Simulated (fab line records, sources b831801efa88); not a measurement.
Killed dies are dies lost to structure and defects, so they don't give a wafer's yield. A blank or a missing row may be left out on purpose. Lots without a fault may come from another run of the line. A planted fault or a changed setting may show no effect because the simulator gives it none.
A struck lot beside a sound one | flow sky130 | 16 steps out of a route of 708
Sound: wafers L672.2, L672.5, L672.6. Struck: wafers L676.2, L676.4, L676.5. The cause comes at the end.
At each step with rows: each side's tool, then ch and its chambers, then its first start. Under that, the readings that differ: sound wafers | struck wafers | difference of the means | sigmas: that difference in standard deviations of wafers without a fault.
alike: readings whose means differ by less than 2 such deviations, and words and numbers that are the same on both sides. not compared: withheld readings, readings that some wafer has no value for, bounds like >300 that may hide the same value, and numbers for which the record gives no deviation and whose values overlap.
The two part at a step that has a row with sigmas, a row that says differs or no value, or rows on one side only. Numbers that don't overlap but have no deviation are shown without sigmas and don't part them. A reading that every wafer of one side lacks parts them only if that side has two wafers or more.

first, 7 steps without rows for these wafers: SKY_METAL4_HMDS_06 (prime time 60 s); SKY_METAL4_COAT_07 (resist thk 60 nm); SKY_METAL4_COAT_08 (resist thk 1140 nm); SKY_METAL4_SOFTBAKE_09 (time 90 s); SKY_METAL4_EXPOSE_10 (exposes mask MM4, target cd 300 nm); SKY_METAL4_PEB_11; SKY_METAL4_DEVELOP_12 (develop time 60 s).
SKY_METAL4_CD_MEAS_13: target cd 300 nm.
  sound on cd_sem-02, day 44 03:50; struck on cd_sem-01, day 45 02:30
  alike: cd_nm
SKY_METAL4_OVL_MEAS_14:
  sound on overlay-02, day 44 03:57; struck on overlay-02, day 45 02:37
  alike: METAL4_OVL
SKY_METAL4_DESCUM_15: chemistry O2, time 8 s.
  sound on rie_metal-03 ch 0,1, day 44 03:59; struck on rie_metal-01 ch 1, day 45 02:39
  alike: drypump_motor_current_A, oes_product_au
  not compared: rf_hours_counter_h
SKY_METAL4_ETCH_16: etches BARC in N2/H2, stops on SiO2, time 88.2 s, target depth 60 nm.
  sound on rie_metal-03 ch 0,1, day 44 04:01; struck on rie_metal-01 ch 1, day 45 02:44
  alike: chamber_pressure_mTorr, drypump_motor_current_A, oes_product_au, throttle_valve_pct
  not compared: rf_hours_counter_h
SKY_METAL4_ETCH_17: etches SiO2 in C4F8/O2/Ar, stops on TiN, time 3.9 s, target depth 15 nm.
  sound on rie_diel-01 ch 0,1,2, day 44 04:07; struck on rie_diel-03 ch 1,2,3, day 45 02:54
  alike: chamber_pressure_mTorr, oes_product_au
  not compared: rf_hours_counter_h
SKY_METAL4_METAL_ETCH_18: etches the open film in Cl2/BCl3, stops on SiO2, target depth 845 nm, time 183.1 s.
  sound on rie_metal-02 ch 0,1, day 44 04:08; struck on rie_metal-02 ch 0,1, day 45 02:55
  reading                                       | sound             | struck            | difference | sigmas
  chamber_pressure_mTorr (mTorr)                | 9.988 9.997 9.998 | 7.993 8.009 7.980 | -2.000     | -99 or more
  model.KrF-thick_of_METAL4_COAT_08.thk_nm (nm) | 531.5 530.5 529.6 | 540.1 544.9 536.3 | +9.9       |
  alike: drypump_motor_current_A, oes_product_au, throttle_valve_pct
  not compared: rf_hours_counter_h
SKY_METAL4_STRIP_19: strips in O2/N2.
  sound on plasma_asher-04 ch 0,1, day 44 04:19; struck on plasma_asher-02 ch 0, day 45 03:05
  reading                      | sound          | struck         | difference | sigmas
  strip_time_to_endpoint_s (s) | 6.57 6.56 6.56 | 6.65 6.71 6.63 | +0.10      | +2
  alike: drypump_motor_current_A, oes_product_au
  not compared: rf_hours_counter_h
then, 2 steps without rows for these wafers: SKY_METAL4_STRIP_20 (strips in post etch residue remover, time 1200 s); SKY_PAD_OPEN_PROBE_99.

WHERE THEY PART
First at SKY_METAL4_METAL_ETCH_18; last, within this record, at SKY_METAL4_STRIP_19.

WHY: what the simulator had put in
Process parameter drift: rie_metal-02, from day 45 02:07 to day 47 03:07, at SKY_METAL4_METAL_ETCH_18. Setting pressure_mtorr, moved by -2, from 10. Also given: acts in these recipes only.
